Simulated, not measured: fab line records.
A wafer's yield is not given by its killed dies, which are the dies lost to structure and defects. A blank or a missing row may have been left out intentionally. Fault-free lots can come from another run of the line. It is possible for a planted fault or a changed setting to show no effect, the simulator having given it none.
Commonality check across tools + flow gf180mcu + 13 lots and 39 wafers in the sample

== WHY THIS WAS OPENED ==
2 of 13 lots carry a flag on the reading DNWELL_TW at GF_DNWELL_TW_MEAS_09. Fault-free wafers read 1350, with a standard deviation of 10.
Rule: a lot gets a flag if all its wafers with a number sit over 4 standard deviations from that mean, or if no wafer of it has a number. All remaining lots are regarded as sound.

| lot  | measured    | on            | DNWELL_TW, wafer by wafer | flag    |
|------|-------------|---------------|---------------------------|---------|
| L961 | day 2 21:26 | film-metro-02 | 1361 1359 1357            |         |
| L965 | day 3 15:46 | film-metro-03 | 1353 1355 1349            |         |
| L966 | day 3 20:44 | film-metro-04 | 1345 1338 1336            |         |
| L967 | day 4 03:32 | film-metro-03 | 1337 1350 1344            |         |
| L968 | day 4 07:04 | film-metro-03 | 1341 1348 1346            |         |
| L969 | day 4 13:38 | film-metro-02 | 1354 1359 1353            |         |
| L970 | day 4 19:23 | film-metro-04 | 1338 1343 1336            |         |
| L972 | day 5 07:10 | film-metro-02 | 913 907 911               | FLAGGED |
| L973 | day 5 09:46 | film-metro-02 | 1367 1365 1371            |         |
| L974 | day 5 15:37 | film-metro-03 | 900 899 904               | FLAGGED |
| L976 | day 6 02:25 | film-metro-04 | 1342 1345 1344            |         |
| L982 | day 7 11:38 | film-metro-02 | 1357 1351 1358            |         |
| L984 | day 7 21:22 | film-metro-03 | 1338 1342 1345            |         |
The numbers of the flagged lots are 906 on average: -444 against the usual, or -44 standard deviations.

== WHICH TOOL RAN EACH LOT ==
The record keeps 1 process step preceding the reading, out of 602 steps on the route. In each cell: the tool, then ch and the chambers that the sampled wafers went through, then the start.
| lot  | flag    | GF_DNWELL_IMPLANT_07           |
|------|---------|--------------------------------|
| L961 |         | implanter-02 ch 0, day 2 21:12 |
| L965 |         | implanter-01 ch 0, day 3 15:31 |
| L966 |         | implanter-02 ch 0, day 3 20:29 |
| L967 |         | implanter-01 ch 0, day 4 03:18 |
| L968 |         | implanter-02 ch 0, day 4 06:49 |
| L969 |         | implanter-02 ch 0, day 4 13:24 |
| L970 |         | implanter-02 ch 0, day 4 19:08 |
| L972 | FLAGGED | implanter-02 ch 0, day 5 06:55 |
| L973 |         | implanter-03 ch 0, day 5 09:31 |
| L974 | FLAGGED | implanter-02 ch 0, day 5 15:22 |
| L976 |         | implanter-03 ch 0, day 6 02:10 |
| L982 |         | implanter-01 ch 0, day 7 11:26 |
| L984 |         | implanter-03 ch 0, day 7 21:07 |
What the steps here do:
- GF_DNWELL_IMPLANT_07
- GF_DNWELL_TW_MEAS_09

== FLAGGED OVER TOTAL, TOOL BY TOOL (the gauges that took the reading come last) ==
| step                 | tool          | lots run | flagged | share of the flagged lots | sound lots run after its first flagged lot |
|----------------------|---------------|----------|---------|---------------------------|--------------------------------------------|
| GF_DNWELL_IMPLANT_07 | implanter-01  | 3        | 0       | none                      | -                                          |
| GF_DNWELL_IMPLANT_07 | implanter-02  | 7        | 2       | all                       | 0                                          |
| GF_DNWELL_IMPLANT_07 | implanter-03  | 3        | 0       | none                      | -                                          |
| GF_DNWELL_TW_MEAS_09 | film-metro-02 | 5        | 1       | some                      | 2 (L973,L982)                              |
| GF_DNWELL_TW_MEAS_09 | film-metro-03 | 5        | 1       | some                      | 1 (L984)                                   |
| GF_DNWELL_TW_MEAS_09 | film-metro-04 | 3        | 0       | none                      | -                                          |

== WHAT THE TABLE PERMITS ==
Rows of the table that ran each flagged lot: 1, that is implanter-02 at GF_DNWELL_IMPLANT_07.
- implanter-02 at GF_DNWELL_IMPLANT_07 ran 7 lots, 2 of them flagged. Its last sound lot is L970 (day 4 19:08), its first flagged lot L972 (day 5 06:55): a fault that began between those two fits. Its own readings (dose-ions-cm2, faraday-current-uA) fall more than 4 standard deviations out on all wafers of the flagged lots.
One tool is left: implanter-02 at GF_DNWELL_IMPLANT_07.

== WHAT WAS PUT IN BY THE SIMULATOR ==
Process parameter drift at GF_DNWELL_IMPLANT_07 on implanter-02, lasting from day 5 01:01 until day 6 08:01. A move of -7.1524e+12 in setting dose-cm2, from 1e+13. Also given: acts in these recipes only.
Shown lots that were struck: L972, L974. The rule above found the same.
